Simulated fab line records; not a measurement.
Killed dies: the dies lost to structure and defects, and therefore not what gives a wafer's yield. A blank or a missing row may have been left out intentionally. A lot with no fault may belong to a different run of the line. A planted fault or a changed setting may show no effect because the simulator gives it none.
fab line records + flow sfq-line
record
- lots=7
- wafers=19
- last-day=76
route steps=325 shown I4@177 JJ@178
lots that met no fault: taken from a fault-free run of the same line
start-h: hours from the record's opening day to when the first of the lot's shown wafers began + wait-h: how many hours have passed since the lot's step before this one + " identical to the entry in the row above + L1.1+2: one row covering several wafers at once + - no value, or no start was given + * or withheld: withheld + < > ~ a bound
route shown NAME@n: a module of which the file shows steps, and the number in the route of the first + usual: average and standard deviation across the fault-free wafers + same: alike in all rows + chamber/n: place in a boat + sites: readings site by site + _std_site: their standard deviation + _edge_site: the outer-site mean with the inner-site mean subtracted + radius-mm: how far each site lies from the wafer's centre + mask NAME#n: copy n + behind: the tool/chamber that last shaped the wafer + hold: why the lot was held/for how many hours/how that ended + device: transistor that didn't switch, given as n, p or np + end of line: at the end of the route, the tests of the same wafers + step lacking rows: just its recipe + killed: count of dies lost to structure and defects at first sort (not the wafer's yield) + map: a wafer's dies, marking killed ones x, the rest . and places with no die _
set.NAME: the run value of the setting; set.NAME@STEP: its run value at that earlier step + model.NAME: the simulator's own value behind a step, which no gauge read
certain route steps with their lots: each step a table, each wafer a row
services: from which hour (start-h, from the record's first day; less than 0 if before it) a tool's chamber was out of use, for how many hours, and why
## steps
# step SFQ_TRILAYER_I4_VIA_STRIP_SOLV_CLEAN_108
# recipe
- chemistry=NMP
- temp-c=70
- time-s=600
# step SFQ_TRILAYER_JJ_TRILAYER_DEP_PRE_CLEAN_113
# recipe
- gas=Ar
- time-s=22.5
- bias-v=250
# step SFQ_TRILAYER_JJ_TRILAYER_DEP_SPUTTER_109
# recipe
- material=Nb
- base-pressure-pa=1.33e-06
- chamber-pressure-pa=0.1333
- substrate-temp-c=20
- target-thk-nm=150
- power-w=2000
- time-s=100
# usual
- chamber-pressure-pa=0.13328/0.00027
- throttle-valve-pct=29.9/0.79
| lot.wafer | tool           | chamber | start-h | wait-h | chamber-pressure-pa | throttle-valve-pct |
|-----------|----------------|---------|---------|--------|---------------------|--------------------|
| L749.1    | pvd-sputter-03 | -       | 936.17  | 0.0    | 0.13287             | 29.2               |
| L749.3    | "              | -       | "       | "      | 0.13349             | 29.9               |
| L749.5    | "              | -       | "       | "      | 0.13308             | 29.3               |
| L753.4    | pvd-sputter-06 | -       | 959.97  | 0.0    | 0.1331              | 29.6               |
| L753.5    | "              | -       | "       | "      | 0.13322             | 30.8               |
| L753.6    | "              | -       | "       | "      | 0.13282             | 29.3               |
| L763.2    | pvd-sputter-04 | -       | 1047.51 | 0.0    | 0.13327             | 31.7               |
| L763.3    | "              | -       | "       | "      | 0.13335             | 29.2               |
| L763.6    | "              | -       | "       | "      | 0.13329             | 31.7               |
| L764.1    | pvd-sputter-06 | -       | 1053.14 | 0.0    | 0.13308             | 31.3               |
| L764.5    | "              | -       | "       | "      | 0.13359             | 29.3               |
| L766.4    | pvd-sputter-06 | -       | 1067.54 | 0.0    | 0.13255             | 29.5               |
| L766.5    | "              | -       | "       | "      | 0.13313             | 31.1               |
| L768.1    | pvd-sputter-03 | -       | 1087.35 | 0.0    | 0.13343             | 30.1               |
| L768.4    | "              | -       | "       | "      | 0.13312             | 30.0               |
| L768.6    | "              | -       | "       | "      | 0.13341             | 30.0               |
| L769.2    | pvd-sputter-04 | -       | 1093.50 | 0.0    | 0.13359             | 31.4               |
| L769.3    | "              | -       | "       | "      | 0.13325             | 29.9               |
| L769.6    | "              | -       | "       | "      | 0.13297             | 29.7               |
# step SFQ_TRILAYER_JJ_TRILAYER_DEP_SPUTTER_110
# recipe
- material=Al
- base-pressure-pa=1.33e-06
- target-thk-nm=8
- power-w=500
- time-s=10
- chamber-pressure-pa=0.4
# usual
- chamber-pressure-pa=0.4001/0.00083
- throttle-valve-pct=30.0/0.8
| lot.wafer | tool           | chamber | start-h | wait-h | chamber-pressure-pa | throttle-valve-pct |
|-----------|----------------|---------|---------|--------|---------------------|--------------------|
| L749.1    | pvd-sputter-03 | -       | 936.25  | 0.0    | 0.3992              | 29.5               |
| L749.3    | "              | -       | "       | "      | 0.4008              | 30.0               |
| L749.5    | "              | -       | "       | "      | 0.4000              | 29.1               |
| L753.4    | pvd-sputter-06 | -       | 960.04  | 0.0    | 0.4001              | 29.4               |
| L753.5    | "              | -       | "       | "      | 0.4016              | 30.9               |
| L753.6    | "              | -       | "       | "      | 0.4007              | 29.1               |
| L763.2    | pvd-sputter-04 | -       | 1047.58 | 0.0    | 0.3985              | 31.6               |
| L763.3    | "              | -       | "       | "      | 0.4005              | 29.2               |
| L763.6    | "              | -       | "       | "      | 0.3990              | 31.5               |
| L764.1    | pvd-sputter-06 | -       | 1053.21 | 0.0    | 0.3995              | 31.2               |
| L764.5    | "              | -       | "       | "      | 0.4002              | 29.2               |
| L766.4    | pvd-sputter-06 | -       | 1067.61 | 0.0    | 0.4008              | 29.2               |
| L766.5    | "              | -       | "       | "      | 0.3982              | 31.3               |
| L768.1    | pvd-sputter-03 | -       | 1087.43 | 0.0    | 0.4010              | 29.7               |
| L768.4    | "              | -       | "       | "      | 0.3989              | 29.9               |
| L768.6    | "              | -       | "       | "      | 0.3992              | 29.8               |
| L769.2    | pvd-sputter-04 | -       | 1093.58 | 0.0    | 0.3994              | 31.5               |
| L769.3    | "              | -       | "       | "      | 0.3987              | 29.9               |
| L769.6    | "              | -       | "       | "      | 0.3993              | 29.7               |
# step SFQ_TRILAYER_JJ_TRILAYER_DEP_AL_OXIDATION_111
# recipe
- pressure-mbar=0.014667
- oxidation-time-s=600
- temperature-k=293
# step SFQ_TRILAYER_JJ_TRILAYER_DEP_SPUTTER_112
# recipe
- material=Nb
- base-pressure-pa=1.33e-06
- chamber-pressure-pa=0.1333
- substrate-temp-c=20
- target-thk-nm=170
- power-w=2000
- time-s=113.3
# usual
- chamber-pressure-pa=0.13327/0.00025
- throttle-valve-pct=30.0/0.79
| lot.wafer | tool           | chamber | start-h | wait-h | chamber-pressure-pa | throttle-valve-pct |
|-----------|----------------|---------|---------|--------|---------------------|--------------------|
| L749.1    | pvd-sputter-03 | -       | 937.40  | 0.6    | 0.13311             | 29.5               |
| L749.3    | "              | -       | "       | "      | 0.13363             | 29.8               |
| L749.5    | "              | -       | "       | "      | 0.13308             | 29.3               |
| L753.4    | pvd-sputter-06 | -       | 961.06  | 0.5    | 0.13361             | 29.4               |
| L753.5    | "              | -       | "       | "      | 0.13286             | 30.7               |
| L753.6    | "              | -       | "       | "      | 0.1331              | 29.6               |
| L763.2    | pvd-sputter-04 | -       | 1048.60 | 0.5    | 0.13283             | 31.2               |
| L763.3    | "              | -       | "       | "      | 0.13347             | 29.2               |
| L763.6    | "              | -       | "       | "      | 0.13326             | 31.4               |
| L764.1    | pvd-sputter-06 | -       | 1054.23 | 0.5    | 0.13285             | 31.5               |
| L764.5    | "              | -       | "       | "      | 0.13338             | 29.4               |
| L766.4    | pvd-sputter-06 | -       | 1068.63 | 0.5    | 0.13295             | 29.4               |
| L766.5    | "              | -       | "       | "      | 0.13332             | 31.1               |
| L768.1    | pvd-sputter-03 | -       | 1088.45 | 0.5    | 0.13345             | 30.0               |
| L768.4    | "              | -       | "       | "      | 0.13333             | 29.9               |
| L768.6    | "              | -       | "       | "      | 0.13355             | 29.7               |
| L769.2    | pvd-sputter-04 | -       | 1094.60 | 0.5    | 0.13314             | 31.6               |
| L769.3    | "              | -       | "       | "      | 0.1336              | 29.9               |
| L769.6    | "              | -       | "       | "      | 0.13376             | 29.7               |
# step SFQ_JJ_RS_MEAS_929
# recipe
- thk-meas-gauge=four-point-probe
- reads=Nb_of_TRILAYER_JJ_TRILAYER_DEP_SPUTTER_112
# usual
- JJ_NB_RS=1.051/0.013
| lot.wafer | tool          | chamber | start-h | wait-h | JJ_NB_RS[ohm/sq] |
|-----------|---------------|---------|---------|--------|------------------|
| L749.1    | film-metro-02 | -       | 937.49  | 0.0    | 1.061            |
| L749.3    | "             | -       | "       | "      | 1.079            |
| L749.5    | "             | -       | "       | "      | 1.077            |
| L753.4    | film-metro-03 | -       | 961.20  | 0.1    | 1.039            |
| L753.5    | "             | -       | "       | "      | 1.039            |
| L753.6    | "             | -       | "       | "      | 1.039            |
| L763.2    | film-metro-01 | -       | 1048.70 | 0.1    | 1.054            |
| L763.3    | "             | -       | "       | "      | 1.052            |
| L763.6    | "             | -       | "       | "      | 1.060            |
| L764.1    | film-metro-02 | -       | 1054.31 | 0.0    | 1.037            |
| L764.5    | "             | -       | "       | "      | 1.029            |
| L766.4    | film-metro-03 | -       | 1068.77 | 0.1    | 1.048            |
| L766.5    | "             | -       | "       | "      | 1.054            |
| L768.1    | film-metro-01 | -       | 1088.53 | 0.0    | 1.018            |
| L768.4    | "             | -       | "       | "      | 1.064            |
| L768.6    | "             | -       | "       | "      | 1.022            |
| L769.2    | film-metro-02 | -       | 1094.70 | 0.1    | 1.074            |
| L769.3    | "             | -       | "       | "      | 1.067            |
| L769.6    | "             | -       | "       | "      | 1.080            |
# step SFQ_TRILAYER_JJ_CE_LITHO_COAT_119
# recipe
- resist=BARC
- spin-rpm=3000
- resist-thk-nm=62
# step SFQ_TRILAYER_JJ_CE_LITHO_COAT_114
# recipe
- resist=KrF
- spin-rpm=3000
- resist-thk-nm=600
# step SFQ_TRILAYER_JJ_CE_LITHO_SOFTBAKE_118
# recipe
- temp-c=withheld
- time-s=withheld
- resist=KrF
# step SFQ_TRILAYER_JJ_CE_LITHO_EXPOSE_115
# recipe
- mask-id=J5
- na=0.6
- source-shape=conventional
- sigma-outer=0.65
- target-cd-nm=700
- dose-mj=14.4
# step SFQ_TRILAYER_JJ_CE_LITHO_PEB_117
# recipe
- peb-temp-c=115
- peb-time-s=60
- resist=KrF
# usual
- chill-plate-temp-C=23.00/0.12
| lot.wafer | tool           | chamber | start-h | wait-h | chill-plate-temp-C |
|-----------|----------------|---------|---------|--------|--------------------|
| L749.1    | litho-track-02 | 0       | 969.12  | 1.0    | 23.14              |
| L749.3    | "              | 0       | "       | "      | 22.91              |
| L749.5    | "              | 0       | "       | "      | 23.05              |
| L753.4    | litho-track-03 | 0       | 996.59  | 0.5    | 23.05              |
| L753.5    | "              | 0       | "       | "      | 22.88              |
| L753.6    | "              | 0       | "       | "      | 22.85              |
| L763.2    | litho-track-03 | 0       | 1075.77 | 0.8    | 22.95              |
| L763.3    | "              | 0       | "       | "      | 23.19              |
| L763.6    | "              | 0       | "       | "      | 22.87              |
| L764.1    | litho-track-03 | 0       | 1079.34 | 1.0    | 23.14              |
| L764.5    | "              | 0       | "       | "      | 23.01              |
| L766.4    | litho-track-03 | 0       | 1098.66 | 0.5    | 22.96              |
| L766.5    | "              | 0       | "       | "      | 23.12              |
| L768.1    | litho-track-01 | 0       | 1110.58 | 1.0    | 23.14              |
| L768.4    | "              | 0       | "       | "      | 23.10              |
| L768.6    | "              | 0       | "       | "      | 23.14              |
| L769.2    | litho-track-01 | 0       | 1119.01 | 0.8    | 22.98              |
| L769.3    | "              | 0       | "       | "      | 22.91              |
| L769.6    | "              | 0       | "       | "      | 22.84              |
# step SFQ_TRILAYER_JJ_CE_LITHO_DEVELOP_116
# recipe
- time-s=60
- resist=KrF
# step SFQ_JJ_OVL_MEAS_931
# usual
- J5_OVL=-1/4.9
| lot.wafer | tool       | chamber | start-h | wait-h | J5_OVL[nm] |
|-----------|------------|---------|---------|--------|------------|
| L749.1    | overlay-02 | -       | 969.42  | 0.1    | -7         |
| L749.3    | "          | -       | "       | "      | -9         |
| L749.5    | "          | -       | "       | "      | -8         |
| L753.4    | overlay-01 | -       | 996.84  | 0.1    | 5          |
| L753.5    | "          | -       | "       | "      | 5          |
| L753.6    | "          | -       | "       | "      | 4          |
| L763.2    | overlay-02 | -       | 1076.05 | 0.1    | 1          |
| L763.3    | "          | -       | "       | "      | 11         |
| L763.6    | "          | -       | "       | "      | 7          |
| L764.1    | overlay-02 | -       | 1079.64 | 0.1    | -2         |
| L764.5    | "          | -       | "       | "      | -2         |
| L766.4    | overlay-01 | -       | 1098.90 | 0.1    | -4         |
| L766.5    | "          | -       | "       | "      | 3          |
| L768.1    | overlay-02 | -       | 1110.88 | 0.1    | 6          |
| L768.4    | "          | -       | "       | "      | -8         |
| L768.6    | "          | -       | "       | "      | -1         |
| L769.2    | overlay-02 | -       | 1119.29 | 0.1    | -6         |
| L769.3    | "          | -       | "       | "      | -4         |
| L769.6    | "          | -       | "       | "      | -5         |
# step SFQ_TRILAYER_JJ_CE_METRO_MEASURE_117
# usual
- cd-nm=700.0/1.5
| lot.wafer | tool      | chamber | start-h | wait-h | cd-nm |
|-----------|-----------|---------|---------|--------|-------|
| L749.1    | cd-sem-02 | -       | 969.45  | 0.0    | 699.2 |
| L749.3    | "         | -       | "       | "      | 699.8 |
| L749.5    | "         | -       | "       | "      | 699.3 |
| L753.4    | cd-sem-02 | -       | 997.45  | 0.6    | 702.2 |
| L753.5    | "         | -       | "       | "      | 701.6 |
| L753.6    | "         | -       | "       | "      | 701.4 |
| L763.2    | cd-sem-02 | -       | 1076.28 | 0.2    | 685.3 |
| L763.3    | "         | -       | "       | "      | 696.8 |
| L763.6    | "         | -       | "       | "      | 697.8 |
| L764.1    | cd-sem-01 | -       | 1079.68 | 0.0    | 700.4 |
| L764.5    | "         | -       | "       | "      | 688.5 |
| L766.4    | cd-sem-01 | -       | 1099.52 | 0.6    | 699.8 |
| L766.5    | "         | -       | "       | "      | 688.1 |
| L768.1    | cd-sem-01 | -       | 1110.92 | 0.0    | 700.7 |
| L768.4    | "         | -       | "       | "      | 701.0 |
| L768.6    | "         | -       | "       | "      | 701.2 |
| L769.2    | cd-sem-02 | -       | 1119.52 | 0.2    | 699.7 |
| L769.3    | "         | -       | "       | "      | 699.8 |
| L769.6    | "         | -       | "       | "      | 699.8 |
# step SFQ_TRILAYER_JJ_CE_BARC_OPEN_RIE_150
# recipe
- mask-material=PR
- chemistry=O2
- target-depth-nm=240
- target=BARC
- icp-w=600
- bias-w=80
- pressure-mtorr=10
- time-s=80
# usual
- drypump-motor-current-A=5.7/0.42
- oes-product-au=0.538/0.0048
- rf-fwd-power-W=596.5/2
| lot.wafer | tool         | chamber | start-h | wait-h | drypump-motor-current-A | oes-product-au | rf-fwd-power-W | rf-hours-counter-h | model.JJ.cd-nm |
|-----------|--------------|---------|---------|--------|-------------------------|----------------|----------------|--------------------|----------------|
| L749.1    | rie-metal-04 | 0       | 970.65  | 1.0    | 6.0                     | 0.537          | 597.3          | 82                 | 698.4          |
| L749.3    | "            | 0       | "       | "      | 6.0                     | 0.537          | 595.6          | -                  | 699.5          |
| L749.5    | "            | 0       | "       | "      | 6.0                     | 0.534          | 597.2          | -                  | 699            |
| L753.4    | rie-metal-03 | 0       | 998.08  | 0.4    | 5.1                     | 0.531          | 594.7          | -                  | 703            |
| L753.5    | "            | 1       | "       | "      | 5.3                     | 0.531          | 598.3          | -                  | 702.9          |
| L753.6    | "            | 0       | "       | "      | 5.1                     | 0.533          | 596.0          | -                  | 702.7          |
| L763.2    | rie-metal-04 | 0       | 1077.28 | 0.8    | 6.0                     | 0.538          | 597.1          | 99                 | 683.6          |
| L763.3    | "            | 0       | "       | "      | 6.0                     | 0.540          | 596.9          | -                  | 694.1          |
| L763.6    | "            | 1       | "       | "      | 5.8                     | 0.547          | 595.2          | -                  | 700.5          |
| L764.1    | rie-metal-04 | 0       | 1080.88 | 1.0    | 6.0                     | 0.542          | 595.5          | 100                | 698.6          |
| L764.5    | "            | 1       | "       | "      | 5.8                     | 0.533          | 599.0          | -                  | 691.7          |
| L766.4    | rie-metal-04 | 0       | 1100.15 | 0.4    | 6.0                     | 0.537          | 592.4          | -                  | 696.2          |
| L766.5    | "            | 0       | "       | "      | 6.0                     | 0.536          | 594.4          | -                  | 685.2          |
| L768.1    | rie-metal-04 | 0       | 1112.12 | 1.0    | 6.0                     | 0.538          | 597.4          | 105                | 698.3          |
| L768.4    | "            | 1       | "       | "      | 5.8                     | 0.539          | 595.6          | -                  | 703.9          |
| L768.6    | "            | 0       | "       | "      | 6.0                     | 0.541          | 595.2          | -                  | 700            |
| L769.2    | rie-metal-03 | 1       | 1120.52 | 0.8    | 5.3                     | 0.529          | 597.3          | 98                 | 697.6          |
| L769.3    | "            | 1       | "       | "      | 5.3                     | 0.533          | 598.9          | -                  | 697.7          |
| L769.6    | "            | 1       | "       | "      | 5.3                     | 0.543          | 597.9          | -                  | 698.9          |
# step SFQ_TRILAYER_JJ_CE_ETCH_RIE_118
# recipe
- target=Nb
- stop-on=Al2O3
- mask-material=PR
- taper-deg=13.257
- over-etch-frac=0.15
- time-s=97.7
- chemistry=SF6
- target-depth-nm=170
- icp-w=600
- bias-w=80
- pressure-mtorr=10
# usual
- drypump-motor-current-A=5.7/0.42
- oes-product-au=0.989/0.008
- rf-fwd-power-W=596.9/2.1
| lot.wafer | tool         | chamber | start-h | wait-h | drypump-motor-current-A | oes-product-au | rf-fwd-power-W | rf-hours-counter-h | model.JJ.cd-nm |
|-----------|--------------|---------|---------|--------|-------------------------|----------------|----------------|--------------------|----------------|
| L749.1    | rie-metal-04 | 0       | 970.74  | 0.1    | 6.0                     | 0.970          | 596.3          | 82                 | 699.8          |
| L749.3    | "            | 0       | "       | "      | 6.0                     | 0.977          | 598.2          | -                  | 701.3          |
| L749.5    | "            | 0       | "       | "      | 6.0                     | 0.976          | 597.6          | -                  | 701.5          |
| L753.4    | rie-metal-03 | 0       | 998.18  | 0.1    | 5.1                     | 0.999          | 593.2          | -                  | 701            |
| L753.5    | "            | 1       | "       | "      | 5.3                     | 0.986          | 595.4          | -                  | 703.9          |
| L753.6    | "            | 0       | "       | "      | 5.1                     | 1.005          | 594.4          | -                  | 700.7          |
| L763.2    | rie-metal-04 | 0       | 1077.37 | 0.1    | 6.0                     | 0.997          | 599.0          | 99                 | 686.6          |
| L763.3    | "            | 0       | "       | "      | 6.0                     | 0.992          | 597.4          | -                  | 696.5          |
| L763.6    | "            | 1       | "       | "      | 5.8                     | 0.997          | 597.6          | -                  | 700            |
| L764.1    | rie-metal-04 | 0       | 1080.97 | 0.1    | 6.0                     | 0.992          | 593.6          | 100                | 701.2          |
| L764.5    | "            | 1       | "       | "      | 5.8                     | 1.001          | 594.5          | -                  | 690.4          |
| L766.4    | rie-metal-04 | 0       | 1100.25 | 0.1    | 6.0                     | 0.994          | 594.8          | -                  | 698.6          |
| L766.5    | "            | 0       | "       | "      | 6.0                     | 0.984          | 595.9          | -                  | 687            |
| L768.1    | rie-metal-04 | 0       | 1112.21 | 0.1    | 6.0                     | 0.997          | 596.2          | 105                | 700.7          |
| L768.4    | "            | 1       | "       | "      | 5.8                     | 0.985          | 597.8          | -                  | 702.2          |
| L768.6    | "            | 0       | "       | "      | 6.0                     | 0.991          | 596.6          | -                  | 702.5          |
| L769.2    | rie-metal-03 | 1       | 1120.61 | 0.1    | 5.3                     | 0.973          | 595.2          | 98                 | 698.8          |
| L769.3    | "            | 1       | "       | "      | 5.3                     | 0.978          | 598.9          | -                  | 698.3          |
| L769.6    | "            | 1       | "       | "      | 5.3                     | 0.985          | 594.5          | -                  | 699.8          |
# step SFQ_TRILAYER_JJ_ANODIZE_ANODIZE_119
# recipe
- current-density-ma-cm2=withheld
- end-current-density-ma-cm2=withheld
- bath-temp-c=withheld
## services
| tool           | chamber | start-h | hours | kind                   |
|----------------|---------|---------|-------|------------------------|
| pvd-sputter-06 | -       | 914.01  | 2.9   | repair                 |
| pvd-sputter-03 | -       | 932.82  | 2.5   | repair                 |
| rie-metal-03   | -       | 938.81  | 14.6  | pm                     |
| cd-sem-02      | -       | 958.42  | 2.3   | pm                     |
| cd-sem-01      | -       | 961.01  | 9.8   | pm                     |
| cd-sem-02      | -       | 970.81  | 1.0   | pm                     |
| cd-sem-02      | -       | 988.65  | 0.5   | pm                     |
| rie-metal-03   | 0       | 1007.35 | 4.8   | repair                 |
| pvd-sputter-04 | 0       | 1020.90 | -     | consumable-replace:kit |
| pvd-sputter-04 | 0       | 1020.90 | 18.0  | scheduled-down         |
| pvd-sputter-04 | 0       | 1020.90 | 18.0  | vent-cycle             |
| cd-sem-01      | -       | 1026.26 | 1.2   | pm                     |
| pvd-sputter-03 | -       | 1042.44 | 0.5   | repair                 |
| cd-sem-01      | -       | 1050.00 | 1.1   | pm                     |
| cd-sem-01      | -       | 1057.03 | 0.9   | pm                     |
| cd-sem-02      | -       | 1088.41 | 0.3   | pm                     |
| pvd-sputter-04 | -       | 1101.36 | 3.4   | repair                 |
| pvd-sputter-06 | 1       | 1104.59 | -     | consumable-replace:kit |
| pvd-sputter-06 | 1       | 1104.59 | 18.0  | scheduled-down         |
| pvd-sputter-06 | 1       | 1104.59 | 18.0  | vent-cycle             |
## key
first-sign
- step=SFQ_TRILAYER_JJ_CE_METRO_MEASURE_117
- reading=cd-nm
- direction=down
- sigmas=8.7
- usual=700.0
- struck=687.3
effect none on later readings
model-effect
- step=SFQ_TRILAYER_JJ_CE_BARC_OPEN_RIE_150
- value=JJ.cd-nm
- without=699
- struck=686.8
model-effect
- step=SFQ_TRILAYER_JJ_CE_ETCH_RIE_118
- value=JJ.cd-nm
- without=700.1
- struck=688
met-at SFQ_TRILAYER_JJ_CE_LITHO_PEB_117
struck-wafers L763.2,L764.5,L766.5
onset-between 996.59 1075.77
fault
- kind=process-parameter-drift
- tool=litho-track-03
- chamber=-
- onset-h=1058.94
- steps=SFQ_TRILAYER_JJ_CE_LITHO_PEB_117
- channel=peb-time-s
- offset=*
- shape=step
- end-h=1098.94
- scope=struck-wafers-only
- acts-in=*
- stated=*
